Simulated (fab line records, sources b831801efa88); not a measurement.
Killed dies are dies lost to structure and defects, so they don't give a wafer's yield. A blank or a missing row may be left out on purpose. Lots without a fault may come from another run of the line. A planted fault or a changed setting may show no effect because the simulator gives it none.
Which tool did it? | flow sky130 | 13 lots, 37 wafers sampled, at 3 steps of a route of 708

WHAT THE GAUGES READ, wafer by wafer
SKY_NWELL_THK_MEAS_02. Usual: NWELL_OXIDATION_THK 10.03 nm, standard deviation 0.17.
lot  | measured    | on            | NWELL_OXIDATION_THK (nm) | flag
L144 | day 2 13:13 | film_metro-04 | 10.18 10.05 9.97         |
L145 | day 2 16:58 | film_metro-01 | 10.45 10.22 10.30        |
L150 | day 3 21:10 | film_metro-04 | 10.06 10.11              |
L152 | day 4 03:51 | film_metro-04 | 9.97 10.01               |
L156 | day 5 01:43 | film_metro-02 | 10.09 10.25 10.22        |
L159 | day 5 20:22 | film_metro-02 | 9.88 9.65 9.97           |
L160 | day 6 01:04 | film_metro-01 | 10.03 9.90 10.07         |
L161 | day 6 06:50 | film_metro-01 | 10.02 9.87 10.02         |
L163 | day 6 16:28 | film_metro-04 | 9.95 9.89 9.80           |
L164 | day 6 20:59 | film_metro-02 | 9.91 9.89 9.82           |
L165 | day 7 04:16 | film_metro-02 | 10.59 10.24 10.31        |
L166 | day 7 09:44 | film_metro-02 | 9.89 9.84 9.74           |
L167 | day 7 13:42 | film_metro-02 | 9.96 10.16 10.25         |

SKY_PWDE_OVL_MEAS_07. Usual: PWDE_OVL -0.9 nm, standard deviation 1.3.
lot  | measured    | on         | PWDE_OVL (nm)  | flag
L144 | day 3 20:29 | overlay-02 | 0.0 -0.9 -0.9  |
L145 | day 4 00:46 | overlay-01 | -0.3 -1.2 -0.5 |
L150 | day 5 06:54 | overlay-02 | 0.5 -1.1       |
L152 | day 5 15:15 | overlay-01 | -0.2 -1.1      |
L156 | day 6 14:38 | overlay-01 | -2.1 -2.0 -4.1 |
L159 | day 7 10:32 | overlay-02 | -1.3 -2.9 -0.9 |
L160 | day 7 15:44 | overlay-02 | -3.0 0.6 -2.5  |
L161 | day 7 20:53 | overlay-01 | -0.5 0.1 1.2   |
L163 | day 8 08:05 | overlay-01 | 0.6 -1.3 1.1   |
L164 | day 8 13:05 | overlay-01 | -1.9 -0.1 -1.1 |
L165 | day 8 20:53 | overlay-01 | -2.1 -1.1 -2.0 |
L166 | day 9 02:40 | overlay-01 | 1.1 -1.2 -1.0  |
L167 | day 9 07:47 | overlay-02 | 1.1 -2.7 -1.3  |

WHICH TOOL RAN EACH LOT (tool, then ch and the chambers of the sampled wafers, then the start)
lot  | SKY_FIELD_ISO_ETCH_14
L144 | rie_diel-04 ch 2,3, day 2 06:10
L145 | rie_diel-04 ch 0,1,2, day 2 09:55
L150 | rie_diel-04 ch 2,3, day 3 14:49
L152 | rie_diel-04 ch 2, day 3 21:43
L156 | rie_diel-04 ch 0,1,3, day 4 19:03
L159 | rie_diel-01 ch 2,3, day 5 10:13
L160 | rie_diel-04 ch 0,1,2, day 5 17:16
L161 | rie_diel-04 ch 2,3, day 5 21:22
L163 | rie_diel-01 ch 0,1,3, day 6 08:28
L164 | rie_diel-02 ch 0,2,3, day 6 13:49
L165 | rie_diel-04 ch 1,3, day 6 20:25
L166 | rie_diel-02 ch 0,1,3, day 7 01:16
L167 | rie_diel-01 ch 0,1, day 7 05:58
- SKY_FIELD_ISO_ETCH_14: etches BARC in N2/H2, stops on SiO2, time 45.9 s, target depth 60 nm.

WHAT THE TOOLS THEMSELVES READ (means of the sampled wafers that have a number; where no wafer has one, the mark that the record gives instead)
SKY_FIELD_ISO_ETCH_14. Usual: drypump_motor_current_A 5.7 A, standard deviation 0.59; oes_product_au 0.854 a.u., standard deviation 0.0046; rf_fwd_power_W 495.0 W, standard deviation 2.4; throttle_valve_pct 13.225 %, standard deviation 0.0088.
lot  | tool        | drypump_motor_current_A (A) | oes_product_au (a.u.) | rf_fwd_power_W (W) | throttle_valve_pct (%) | flag
L144 | rie_diel-04 | 5.4                         | 0.859                 | 492.7              | 13.227                 |
L145 | rie_diel-04 | 5.9                         | 0.852                 | 494.8              | 13.228                 |
L150 | rie_diel-04 | 5.3                         | 0.853                 | 493.6              | 13.229                 |
L152 | rie_diel-04 | 5.6                         | 0.865                 | 492.1              | 13.215                 |
L156 | rie_diel-04 | 5.7                         | 0.850                 | 495.4              | 13.223                 |
L159 | rie_diel-01 | 5.5                         | 0.852                 | 494.3              | 13.230                 |
L160 | rie_diel-04 | 5.9                         | 0.854                 | 496.0              | 13.222                 |
L161 | rie_diel-04 | 5.4                         | 0.856                 | 494.7              | 13.219                 |
L163 | rie_diel-01 | 5.8                         | 0.855                 | 495.4              | 13.215                 |
L164 | rie_diel-02 | 6.0                         | 0.853                 | 495.0              | 13.227                 |
L165 | rie_diel-04 | 5.1                         | 0.853                 | 495.2              | 13.227                 |
L166 | rie_diel-02 | 5.5                         | 0.853                 | 494.5              | 13.233                 |
L167 | rie_diel-01 | 6.1                         | 0.854                 | 495.1              | 13.225                 |

THE ANSWER, worked out from the rows above alone
Rule: a lot is off if the mean of its wafers that have a number lies more than 3 standard deviations from the usual mean. A lot without any number at a reading at which 4 lots or more have one is off too. The other lots that the step has rows for count as sound. The gauges are gone through in route order, then the tools' own readings, and for those a lot's mean is taken as printed above. The first step at which some lot is off is used, and at that step the reading that is off furthest; a lot without a number counts as furthest.
No lot is off at any reading shown: from this, nothing can be told.

WHAT THE SIMULATOR HAD PUT IN
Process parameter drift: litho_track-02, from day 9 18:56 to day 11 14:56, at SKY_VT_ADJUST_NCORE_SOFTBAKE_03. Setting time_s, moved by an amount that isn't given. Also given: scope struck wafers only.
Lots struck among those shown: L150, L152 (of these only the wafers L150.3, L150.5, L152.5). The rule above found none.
